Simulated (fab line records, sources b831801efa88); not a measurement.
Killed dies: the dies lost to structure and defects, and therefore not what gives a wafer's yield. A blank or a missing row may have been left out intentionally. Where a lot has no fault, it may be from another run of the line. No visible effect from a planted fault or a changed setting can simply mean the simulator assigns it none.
fab line records | flow sky130
record lots=11 | wafers=33 | last-day=50
route steps=708 shown PWDE@54 NWELL@67 VT_ADJUST_HVTR@141 SONOS_ONO@182 POLY_GATE@236
lots untouched by any fault: they come from a run of this same line in which no faults occurred
start-h: the number of hours between the record's first day and the start of the first shown wafer of the lot | wait-h: how many hours have passed since the lot's step before this one | " same as the row above | L1.1+2: a single row standing in for several wafers | - either no value or no given start | * or withheld: withheld | < > ~ a bound
route shown NAME@n: names a module that has steps shown in the file, with the first one's number in the route | usual: mean and standard deviation over wafers with no fault | same: alike in all rows | chamber/n: place in a boat | sites: per-site readings | _std_site: the standard deviation of these | _edge_site: inner sites' mean taken away from outer sites' mean | radius-mm: for every site, how far away it sits from the centre of the wafer | mask NAME#n: copy n | behind: the tool/chamber that last shaped the wafer | hold: the reason the lot was held/the length of the hold in hours/how it ended | device: whichever transistor did not switch (one of n, p or np) | end of line: at the end of the route, the tests of the same wafers | for a step that has no rows: nothing shown but its recipe | killed: count of dies lost to structure and defects at first sort (not the wafer's yield) | map: the dies of a wafer, with x for killed, . for not killed, _ for no die there
set.NAME: the setting that was run; set.NAME@STEP: the one run at that earlier step | model.NAME: the simulator's own value behind a step, which no gauge read
one table for each step of the route and one row for each wafer, over a sample of lots
services: the hour from which a tool's chamber was out of use, counted from the record's first day as start-h (under 0 if before that day), plus the number of hours and why
## steps
# step SKY_PWDE_STRIP_09
# recipe chemistry=O2/N2 | power-w=1400 | pressure-mtorr=1500 | platen-temp-c=withheld | o2-flow-sccm=3000 | n2-flow-sccm=300 | overash-fraction=0.5
# usual drypump-motor-current-A=5.4/0.41 | oes-product-au=0.723/0.0046 | strip-time-to-endpoint-s=36.95/0.089
lot.wafer | tool            | chamber | start-h | wait-h | drypump-motor-current-A | oes-product-au | rf-hours-counter-h | strip-time-to-endpoint-s
L767.2    | plasma-asher-03 | 1       | 65.30   | 0.1    | 5.8                     | 0.724          | 25                 | 36.86
L767.3    | "               | 0       | "       | "      | 5.0                     | 0.720          | -                  | 36.88
L767.6    | "               | 1       | "       | "      | 5.8                     | 0.722          | -                  | 36.87
L768.1    | plasma-asher-03 | 0       | 76.11   | 0.1    | 5.0                     | 0.718          | 26                 | 36.95
L768.3    | "               | 1       | "       | "      | 5.9                     | 0.722          | -                  | 36.93
L768.6    | "               | 0       | "       | "      | 5.0                     | 0.725          | -                  | 36.93
L770.1    | plasma-asher-03 | 1       | 83.25   | 0.1    | 5.8                     | 0.721          | 27                 | 37.01
L770.4    | "               | 0       | "       | "      | 5.0                     | 0.717          | -                  | 36.99
L770.5    | "               | 1       | "       | "      | 5.8                     | 0.723          | -                  | 36.89
L771.3    | plasma-asher-01 | 0       | 88.69   | 0.1    | 6.1                     | 0.729          | -                  | 36.90
L771.4    | "               | 1       | "       | "      | 5.4                     | 0.725          | -                  | 36.90
L771.6    | "               | 0       | "       | "      | 6.1                     | 0.713          | -                  | 36.86
L774.1    | plasma-asher-01 | 1       | 107.35  | 0.1    | 5.4                     | 0.720          | 40                 | 36.96
L774.2    | "               | 0       | "       | "      | 6.1                     | 0.731          | 40                 | 36.94
L774.5    | "               | 1       | "       | "      | 5.4                     | 0.718          | -                  | 37.00
L780.2    | plasma-asher-01 | 1       | 138.77  | 0.1    | 5.4                     | 0.947          | 44                 | -
L780.4    | "               | 0       | "       | "      | 6.1                     | 0.947          | -                  | -
L780.6    | "               | 0       | "       | "      | 6.1                     | 0.949          | -                  | -
L784.4    | plasma-asher-03 | 1       | 170.14  | 0.1    | 5.8                     | 0.723          | -                  | 36.90
L784.5    | "               | 1       | "       | "      | 5.9                     | 0.724          | -                  | 37.08
L784.6    | "               | 0       | "       | "      | 5.0                     | 0.722          | -                  | 36.95
L785.2    | plasma-asher-04 | 0       | 174.47  | 0.1    | 5.1                     | 0.727          | 5                  | 37.02
L785.3    | "               | 1       | "       | "      | 5.1                     | 0.719          | -                  | 37.10
L785.5    | "               | 1       | "       | "      | 5.1                     | 0.711          | -                  | 37.01
L788.2    | plasma-asher-03 | 1       | 188.86  | 0.1    | 5.8                     | 0.721          | 37                 | 37.00
L788.3    | "               | 1       | "       | "      | 5.8                     | 0.725          | -                  | 37.02
L788.5    | "               | 0       | "       | "      | 5.0                     | 0.727          | -                  | 36.93
L789.2    | plasma-asher-04 | 1       | 191.57  | 0.1    | 5.1                     | 0.723          | 7                  | 36.87
L789.3    | "               | 1       | "       | "      | 5.1                     | 0.725          | -                  | 36.86
L789.5    | "               | 0       | "       | "      | 5.1                     | 0.728          | -                  | 36.83
L790.2    | plasma-asher-03 | 0       | 198.95  | 0.1    | 5.0                     | 0.721          | 38                 | 36.97
L790.3    | "               | 0       | "       | "      | 5.0                     | 0.714          | -                  | 36.96
L790.4    | "               | 1       | "       | "      | 5.8                     | 0.737          | -                  | 37.03
# step SKY_NWELL_STRIP_14
# recipe chemistry=O2/N2 | power-w=1400 | pressure-mtorr=1500 | platen-temp-c=withheld | o2-flow-sccm=3000 | n2-flow-sccm=300 | overash-fraction=0.5
# usual drypump-motor-current-A=5.8/0.48 | oes-product-au=0.722/0.0044 | strip-time-to-endpoint-s=36.98/0.1
lot.wafer | tool            | chamber | start-h | wait-h | drypump-motor-current-A | oes-product-au | rf-hours-counter-h | strip-time-to-endpoint-s
L767.2    | plasma-asher-01 | 1       | 82.72   | 0.1    | 5.4                     | 0.721          | 38                 | 36.91
L767.3    | "               | 1       | "       | "      | 5.4                     | 0.716          | -                  | 36.89
L767.6    | "               | 1       | "       | "      | 5.4                     | 0.727          | -                  | 36.95
L768.1    | plasma-asher-01 | 1       | 93.50   | 0.1    | 5.4                     | 0.717          | 39                 | 37.11
L768.3    | "               | 1       | "       | "      | 5.4                     | 0.719          | -                  | 37.10
L768.6    | "               | 0       | "       | "      | 6.1                     | 0.716          | -                  | 37.05
L770.1    | plasma-asher-01 | 0       | 100.98  | 0.1    | 6.1                     | 0.730          | 40                 | 36.80
L770.4    | "               | 1       | "       | "      | 5.4                     | 0.721          | -                  | 36.96
L770.5    | "               | 1       | "       | "      | 5.4                     | 0.722          | -                  | 36.82
L771.3    | plasma-asher-01 | 1       | 105.29  | 0.1    | 5.4                     | 0.731          | -                  | 36.99
L771.4    | "               | 0       | "       | "      | 6.1                     | 0.718          | -                  | 37.05
L771.6    | "               | 0       | "       | "      | 6.1                     | 0.723          | -                  | 36.91
L774.1    | plasma-asher-02 | 0       | 124.92  | 0.1    | 6.4                     | 0.720          | 44                 | 37.16
L774.2    | "               | 1       | "       | "      | 6.3                     | 0.719          | 44                 | 36.96
L774.5    | "               | 1       | "       | "      | 6.3                     | 0.725          | -                  | 37.03
L780.2    | plasma-asher-01 | 0       | 159.03  | 0.1    | 6.1                     | 0.726          | 46                 | 55.58
L780.4    | "               | 0       | "       | "      | 6.1                     | 0.729          | -                  | 55.63
L780.6    | "               | 1       | "       | "      | 5.4                     | 0.725          | -                  | 55.51
L784.4    | plasma-asher-03 | 0       | 191.68  | 0.1    | 5.0                     | 0.722          | -                  | 37.09
L784.5    | "               | 0       | "       | "      | 5.0                     | 0.728          | -                  | 37.09
L784.6    | "               | 1       | "       | "      | 5.8                     | 0.729          | -                  | 36.94
L785.2    | plasma-asher-03 | 0       | 195.87  | 0.1    | 5.0                     | 0.717          | 38                 | 37.05
L785.3    | "               | 1       | "       | "      | 5.8                     | 0.722          | -                  | 37.09
L785.5    | "               | 1       | "       | "      | 5.8                     | 0.727          | -                  | 37.05
L788.2    | plasma-asher-01 | 0       | 210.62  | 0.1    | 6.1                     | 0.721          | 50                 | 36.97
L788.3    | "               | 0       | "       | "      | 6.1                     | 0.718          | -                  | 36.99
L788.5    | "               | 0       | "       | "      | 6.1                     | 0.721          | -                  | 36.94
L789.2    | plasma-asher-03 | 0       | 213.58  | 0.1    | 5.0                     | 0.723          | 40                 | 37.17
L789.3    | "               | 1       | "       | "      | 5.8                     | 0.717          | -                  | 37.11
L789.5    | "               | 0       | "       | "      | 5.0                     | 0.728          | -                  | 37.10
L790.2    | plasma-asher-01 | 0       | 221.27  | 0.1    | 6.1                     | 0.725          | 51                 | 36.95
L790.3    | "               | 1       | "       | "      | 5.4                     | 0.725          | -                  | 36.84
L790.4    | "               | 0       | "       | "      | 6.1                     | 0.719          | -                  | 36.83
# step SKY_NWELL_TW_MEAS_15
# usual NWELL_TW=1822/10
lot.wafer | tool          | chamber | start-h | wait-h | hold                     | NWELL_TW
L767.2    | film-metro-04 | -       | 82.83   | 0.1    | -                        | 1818
L767.3    | "             | -       | "       | "      | -                        | 1824
L767.6    | "             | -       | "       | "      | -                        | 1840
L768.1    | film-metro-04 | -       | 93.60   | 0.1    | -                        | 1822
L768.3    | "             | -       | "       | "      | -                        | 1839
L768.6    | "             | -       | "       | "      | -                        | 1837
L770.1    | film-metro-02 | -       | 101.08  | 0.1    | -                        | 1801
L770.4    | "             | -       | "       | "      | -                        | 1808
L770.5    | "             | -       | "       | "      | -                        | 1821
L771.3    | film-metro-02 | -       | 105.42  | 0.1    | -                        | 1805
L771.4    | "             | -       | "       | "      | -                        | 1805
L771.6    | "             | -       | "       | "      | -                        | 1815
L774.1    | film-metro-02 | -       | 125.02  | 0.1    | -                        | 1820
L774.2    | "             | -       | "       | "      | -                        | 1810
L774.5    | "             | -       | "       | "      | -                        | 1811
L780.2    | film-metro-02 | -       | 159.14  | 0.1    | await-dispo/0.2h/release | 30
L780.4    | "             | -       | "       | "      | await-dispo/0.2h/release | 30
L780.6    | "             | -       | "       | "      | await-dispo/0.2h/release | 30
L780.2    | film-metro-02 | -       | 159.37  | 0.2    | -                        | 30
L780.4    | "             | -       | "       | "      | -                        | 30
L780.6    | "             | -       | "       | "      | -                        | 30
L784.4    | film-metro-04 | -       | 191.78  | 0.1    | -                        | 1835
L784.5    | "             | -       | "       | "      | -                        | 1843
L784.6    | "             | -       | "       | "      | -                        | 1840
L785.2    | film-metro-03 | -       | 195.98  | 0.1    | -                        | 1830
L785.3    | "             | -       | "       | "      | -                        | 1817
L785.5    | "             | -       | "       | "      | -                        | 1833
L788.2    | film-metro-03 | -       | 210.73  | 0.1    | -                        | 1815
L788.3    | "             | -       | "       | "      | -                        | 1815
L788.5    | "             | -       | "       | "      | -                        | 1827
L789.2    | film-metro-02 | -       | 213.69  | 0.1    | -                        | 1803
L789.3    | "             | -       | "       | "      | -                        | 1802
L789.5    | "             | -       | "       | "      | -                        | 1808
L790.2    | film-metro-02 | -       | 221.38  | 0.1    | -                        | 1837
L790.3    | "             | -       | "       | "      | -                        | 1826
L790.4    | "             | -       | "       | "      | -                        | 1843
# step SKY_VT_ADJUST_HVTR_STRIP_10
# recipe chemistry=O2/N2 | power-w=1400 | pressure-mtorr=1500 | platen-temp-c=withheld | o2-flow-sccm=3000 | n2-flow-sccm=300 | overash-fraction=0.5
# usual drypump-motor-current-A=5.8/0.54 | oes-product-au=0.716/0.0052 | strip-time-to-endpoint-s=14.19/0.058
lot.wafer | tool            | chamber | start-h | wait-h | drypump-motor-current-A | oes-product-au | rf-hours-counter-h | strip-time-to-endpoint-s
L767.2    | plasma-asher-02 | 0       | 198.42  | 0.1    | 6.4                     | 0.712          | 51                 | 14.26
L767.3    | "               | 1       | "       | "      | 6.3                     | 0.715          | -                  | 14.27
L767.6    | "               | 1       | "       | "      | 6.3                     | 0.712          | -                  | 14.22
L768.1    | plasma-asher-03 | 1       | 212.37  | 0.1    | 5.8                     | 0.722          | 40                 | 14.24
L768.3    | "               | 1       | "       | "      | 5.8                     | 0.718          | -                  | 14.16
L768.6    | "               | 0       | "       | "      | 5.0                     | 0.721          | -                  | 14.20
L770.1    | plasma-asher-03 | 1       | 224.84  | 0.1    | 5.8                     | 0.723          | 41                 | 14.14
L770.4    | "               | 1       | "       | "      | 5.8                     | 0.714          | -                  | 14.12
L770.5    | "               | 0       | "       | "      | 5.0                     | 0.722          | -                  | 14.12
L771.3    | plasma-asher-03 | 1       | 227.19  | 0.1    | 5.8                     | 0.699          | -                  | 14.26
L771.4    | "               | 0       | "       | "      | 5.0                     | 0.715          | -                  | 14.22
L771.6    | "               | 1       | "       | "      | 5.8                     | 0.720          | -                  | 14.22
L774.1    | plasma-asher-01 | 1       | 252.60  | 0.1    | 5.4                     | 0.710          | 53                 | 14.19
L774.2    | "               | 0       | "       | "      | 6.1                     | 0.712          | 53                 | 14.18
L774.5    | "               | 1       | "       | "      | 5.4                     | 0.715          | -                  | 14.17
L784.4    | plasma-asher-03 | 1       | 338.21  | 0.1    | 5.9                     | 0.718          | -                  | 14.28
L784.5    | "               | 1       | "       | "      | 5.8                     | 0.706          | -                  | 14.25
L784.6    | "               | 0       | "       | "      | 5.0                     | 0.712          | -                  | 14.27
L785.2    | plasma-asher-03 | 1       | 343.80  | 0.1    | 5.8                     | 0.716          | 54                 | 14.24
L785.3    | "               | 1       | "       | "      | 5.8                     | 0.722          | -                  | 14.22
L785.5    | "               | 1       | "       | "      | 5.9                     | 0.718          | -                  | 14.25
L788.2    | plasma-asher-03 | 1       | 362.59  | 0.1    | 5.8                     | 0.717          | 55                 | 14.14
L788.3    | "               | 0       | "       | "      | 5.0                     | 0.708          | -                  | 14.08
L788.5    | "               | 1       | "       | "      | 5.9                     | 0.710          | -                  | 14.12
L789.2    | plasma-asher-02 | 1       | 365.26  | 0.1    | 6.3                     | 0.725          | 69                 | 14.21
L789.3    | "               | 1       | "       | "      | 6.3                     | 0.716          | -                  | 14.26
L789.5    | "               | 0       | "       | "      | 6.4                     | 0.722          | -                  | 14.25
L790.2    | plasma-asher-02 | 1       | 373.54  | 0.1    | 6.3                     | 0.725          | 70                 | 14.19
L790.3    | "               | 1       | "       | "      | 6.3                     | 0.718          | -                  | 14.22
L790.4    | "               | 0       | "       | "      | 6.4                     | 0.722          | -                  | 14.20
# step SKY_SONOS_ONO_OVL_MEAS_14
# usual SONOS_ONO_OVL=-0.4/1.1
lot.wafer | tool       | chamber | start-h | wait-h | SONOS_ONO_OVL[nm]
L767.2    | overlay-02 | -       | 273.55  | 0.1    | -0.7
L767.3    | "          | -       | "       | "      | -0.1
L767.6    | "          | -       | "       | "      | 0.4
L768.1    | overlay-01 | -       | 287.89  | 0.1    | 2.1
L768.3    | "          | -       | "       | "      | -0.8
L768.6    | "          | -       | "       | "      | -0.4
L770.1    | overlay-01 | -       | 305.26  | 0.1    | -1.2
L770.4    | "          | -       | "       | "      | -0.8
L770.5    | "          | -       | "       | "      | -1.8
L771.3    | overlay-02 | -       | 311.11  | 0.1    | -0.3
L771.4    | "          | -       | "       | "      | -1.8
L771.6    | "          | -       | "       | "      | -2.4
L774.1    | overlay-01 | -       | 334.54  | 0.1    | -1.0
L774.2    | "          | -       | "       | "      | -0.9
L774.5    | "          | -       | "       | "      | -1.2
L784.4    | overlay-02 | -       | 428.67  | 0.1    | -0.8
L784.5    | "          | -       | "       | "      | -1.5
L784.6    | "          | -       | "       | "      | 0.6
L785.2    | overlay-02 | -       | 437.59  | 0.1    | 0.0
L785.3    | "          | -       | "       | "      | 0.5
L785.5    | "          | -       | "       | "      | -1.1
L788.2    | overlay-01 | -       | 459.49  | 0.1    | 1.5
L788.3    | "          | -       | "       | "      | 0.2
L788.5    | "          | -       | "       | "      | -1.0
L789.2    | overlay-02 | -       | 460.94  | 0.1    | 0.4
L789.3    | "          | -       | "       | "      | 0.2
L789.5    | "          | -       | "       | "      | -1.1
L790.2    | overlay-01 | -       | 471.16  | 0.1    | 1.5
L790.3    | "          | -       | "       | "      | -0.7
L790.4    | "          | -       | "       | "      | -0.9
# step SKY_POLY_GATE_CD_MEAS_22
# usual cd-nm=149.5/1.8
lot.wafer | tool      | chamber | start-h | wait-h | cd-nm
L767.2    | cd-sem-01 | -       | 365.96  | 0.1    | 151.8
L767.3    | "         | -       | "       | "      | 151.8
L767.6    | "         | -       | "       | "      | 152.5
L768.1    | cd-sem-01 | -       | 378.95  | 0.1    | 147.5
L768.3    | "         | -       | "       | "      | 149.5
L768.6    | "         | -       | "       | "      | 151.7
L770.1    | cd-sem-01 | -       | 401.08  | 0.1    | 150.5
L770.4    | "         | -       | "       | "      | 147.7
L770.5    | "         | -       | "       | "      | 149.8
L771.3    | cd-sem-01 | -       | 406.27  | 0.1    | 148.9
L771.4    | "         | -       | "       | "      | 148.5
L771.6    | "         | -       | "       | "      | 150.1
L774.1    | cd-sem-02 | -       | 433.12  | 0.1    | 148.6
L774.2    | "         | -       | "       | "      | 148.2
L774.5    | "         | -       | "       | "      | 150.3
L784.4    | cd-sem-02 | -       | 545.52  | 0.1    | 150.2
L784.5    | "         | -       | "       | "      | 150.0
L784.6    | "         | -       | "       | "      | 149.7
L785.2    | cd-sem-02 | -       | 546.56  | 0.1    | 145.2
L785.3    | "         | -       | "       | "      | 146.3
L785.5    | "         | -       | "       | "      | 146.5
L788.2    | cd-sem-02 | -       | 559.37  | 0.1    | 147.4
L788.3    | "         | -       | "       | "      | 150.5
L788.5    | "         | -       | "       | "      | 150.0
L789.2    | cd-sem-02 | -       | 560.14  | 0.1    | 151.5
L789.3    | "         | -       | "       | "      | 150.6
L789.5    | "         | -       | "       | "      | 150.3
L790.2    | cd-sem-01 | -       | 571.33  | 0.1    | 151.8
L790.3    | "         | -       | "       | "      | 151.5
L790.4    | "         | -       | "       | "      | 150.2
## services
tool            | chamber | start-h | hours | kind
plasma-asher-04 | -       | 108.75  | 9.0   | pm
plasma-asher-04 | 0       | 108.75  | 9.0   | vent-cycle
plasma-asher-04 | 1       | 108.75  | 9.0   | vent-cycle
plasma-asher-04 | 0       | 117.75  | -     | clean
plasma-asher-04 | 1       | 117.75  | -     | clean
plasma-asher-03 | -       | 162.50  | 0.8   | repair
plasma-asher-01 | -       | 180.68  | 1.0   | repair
plasma-asher-01 | -       | 190.72  | 5.4   | repair
plasma-asher-01 | -       | 193.62  | 7.4   | repair
plasma-asher-03 | -       | 229.82  | 0.3   | repair
plasma-asher-01 | -       | 239.41  | 1.6   | repair
plasma-asher-03 | -       | 252.71  | 2.8   | pm
plasma-asher-01 | -       | 267.53  | 15.6  | pm
plasma-asher-04 | -       | 277.87  | 0.9   | repair
plasma-asher-04 | -       | 278.74  | 14.6  | pm
plasma-asher-01 | -       | 283.13  | 2.8   | pm
plasma-asher-04 | -       | 328.04  | 3.7   | repair
plasma-asher-02 | -       | 356.06  | 0.8   | repair
## key
first-sign step=SKY_PWDE_STRIP_09 | reading=oes-product-au | direction=up | sigmas=49 | usual=0.723 | struck=0.948
effect step=SKY_NWELL_STRIP_14 | reading=strip-time-to-endpoint-s | direction=up | sigmas=99+ | usual=* | struck=*
effect step=SKY_NWELL_TW_MEAS_15 | reading=visit | direction=added
effect step=SKY_NWELL_TW_MEAS_15 | reading=NWELL_TW | direction=down | sigmas=99+ | usual=1822 | struck=30
met-at SKY_PWDE_STRIP_09
struck-lots L780
scrapped-behind SKY_NWELL_TW_MEAS_15 L780.2,L780.4,L780.6
not-acting-at SKY_VT_ADJUST_HVTR_STRIP_10,SKY_SONOS_ONO_OVL_MEAS_14,SKY_POLY_GATE_CD_MEAS_22
onset-between 107.35 138.77
fault kind=strip-aborted | tool=plasma-asher-01 | chamber=- | onset-h=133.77 | steps=SKY_PWDE_STRIP_09 | offset=0.67375 | end-h=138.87
